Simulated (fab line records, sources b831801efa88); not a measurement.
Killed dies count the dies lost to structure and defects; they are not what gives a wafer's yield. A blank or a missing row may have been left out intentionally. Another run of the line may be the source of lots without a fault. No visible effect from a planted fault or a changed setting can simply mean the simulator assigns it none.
2 desks, one fault -- flow sky130 -- what lay behind the numbers comes last; until then each desk has only its own

## DESK OF THE TOOL OWNER: rieDiel-03
The tool's own readings at SKY_PASSIVATION_ETCH_11 (etches the open film in CF4/O2, stops on AlCu, target depth 725 nm, time 161.1 s): means of the sampled wafers that have a number, for each lot that ran on this tool. If a lot's mean is further than 4 standard deviations from the usual mean, the lot is out of limits and carries the mark OUT (the distance appears in the brackets).
Columns: A = drypumpMotorCurrentA at SKY_PASSIVATION_ETCH_11, usual 5.7 A; B = oesProductAu at SKY_PASSIVATION_ETCH_11, usual 0.976 a.u.; C = throttleValvePct at SKY_PASSIVATION_ETCH_11, usual 5.964 %
lot,first seen here,A,B,C
L668,day 44 23:00,5.2,0.983,5.963
L674,day 46 15:08,5.7,0.972,5.961
L680,day 47 21:38,6.0,0.897 (-11) OUT,5.942
L685,day 49 11:08,6.1,0.824 (-21) OUT,5.916 (-5.3) OUT
This desk's verdict: out of limits on L680, L685, starting with L680 at day 47 21:38 (oesProductAu at SKY_PASSIVATION_ETCH_11). L668, L674 stayed within limits.

## METROLOGY DESK
What the gauges read for every lot (on any tool): the sampled wafers with a number, averaged. If a lot's mean is further than 4 standard deviations from the usual mean, the lot is out of limits and carries the mark OUT (the distance appears in the brackets).
Columns: A = CAP2M_OVL at SKY_CAP2M_OVL_MEAS_12, usual -0.7 nm; B = METAL4_OVL at SKY_METAL4_OVL_MEAS_14, usual 0 nm
lot,first seen here,A,B
L667,day 40 15:43,-1.1,7
L668,day 40 23:12,-3.1,9
L669,day 41 12:29,0.8,-2
L671,day 42 07:24,-1.9,-0
L674,day 42 18:28,-1.5,4
L675,day 43 00:27,-3.3,6
L676,day 43 05:52,0.2,-6
L680,day 44 06:29,0.4,1
L683,day 45 13:49,1.7,0
L685,day 46 01:16,0.3,3
L687,day 46 04:41,-0.4,5
L686,day 46 09:59,-1.8,2
L689,day 46 15:43,-0.1,-3
L690,day 46 23:27,-0.5,4
This desk's finding: nothing out of limits on any of the 14 lots.

## ALL TOGETHER
The tool owner's desk could have raised an alarm at day 47 21:38, on L680, L685.
Metrology desk: nothing out of limits seen.
The metrology desk has L680, L685 on record, within its limits.
Of the lots named, all ran SKY_PASSIVATION_ETCH_11 on rieDiel-03.

## WHAT THE SIMULATOR HAD INSERTED
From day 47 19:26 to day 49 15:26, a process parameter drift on rieDiel-03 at SKY_PASSIVATION_ETCH_11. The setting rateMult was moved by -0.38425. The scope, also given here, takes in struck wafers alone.
Lots struck among those shown: L680, L685.
Time in hours from fault onset to the first out-of-limits reading at each desk: the tool owner's desk, 2.
